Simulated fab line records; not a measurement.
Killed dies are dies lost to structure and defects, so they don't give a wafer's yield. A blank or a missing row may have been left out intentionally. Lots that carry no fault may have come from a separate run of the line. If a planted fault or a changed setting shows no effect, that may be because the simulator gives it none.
What tool caused it? ; flow sky130 ; 45 wafers sampled from 15 lots at 1 step of a route of 708

== WHAT EACH GAUGE READ, for each wafer ==
SKY_VIA1_THK_MEAS_23: measures by xrf. Usual: VIA1_W_THK typically reads 274 nm, with standard deviation 5.2.
lot;measured;on;VIA1_W_THK (nm);flag
L994;day 34 04:22;film-metro-02;274 272 273;
L995;day 34 10:10;film-metro-01;281 284 271;
L996;day 34 23:46;film-metro-02;274 273 275;
L100;day 36 06:57;film-metro-02;283 279 278;
L101;day 36 13:57;film-metro-01;282 285 284;
L103;day 37 02:08;film-metro-04;272 272 270;
L104;day 37 07:46;film-metro-04;270 282 283;
L106;day 37 22:21;film-metro-01;269 272 267;
L107;day 38 05:25;film-metro-01;268 267 268;
L108;day 38 16:31;film-metro-04;284 274 287;
L109;day 39 01:31;film-metro-01;272 283 278;
L110;day 39 07:45;film-metro-01;270 271 268;
L111;day 39 20:50;film-metro-01;282 266 266;
L116;day 41 00:12;film-metro-04;285 273 274;
L117;day 41 06:07;film-metro-01;268 269 269;

== WHAT TOOL EACH LOT RAN ON (gives the tool, then ch and the chambers of the sampled wafers, and finally the start) ==
Before these readings, the record contains no process step.

== WHAT THE TOOLS THEMSELVES READ (means of the sampled wafers that have a number; where no wafer has one, the mark that the record gives instead) ==
The record holds no such reading with a usual standard deviation.

== THE ANSWER, worked out from the rows above alone ==
Rule: a lot is off if the mean of its wafers that have a number lies more than 3 standard deviations from the usual mean. Also off: a lot with no number at a reading for which 4 or more lots have one. The other lots that the step has rows for count as sound. Order of review: gauges by route order, followed by the tools' own readings, for which a lot's mean as printed above is used. At the first step where some lot is off, the reading lying furthest off is the one used; lots without a number count as furthest.
Across all readings shown, no lot is off: no conclusion can be drawn from this.

== WHAT HAD BEEN PUT IN BY THE SIMULATOR ==
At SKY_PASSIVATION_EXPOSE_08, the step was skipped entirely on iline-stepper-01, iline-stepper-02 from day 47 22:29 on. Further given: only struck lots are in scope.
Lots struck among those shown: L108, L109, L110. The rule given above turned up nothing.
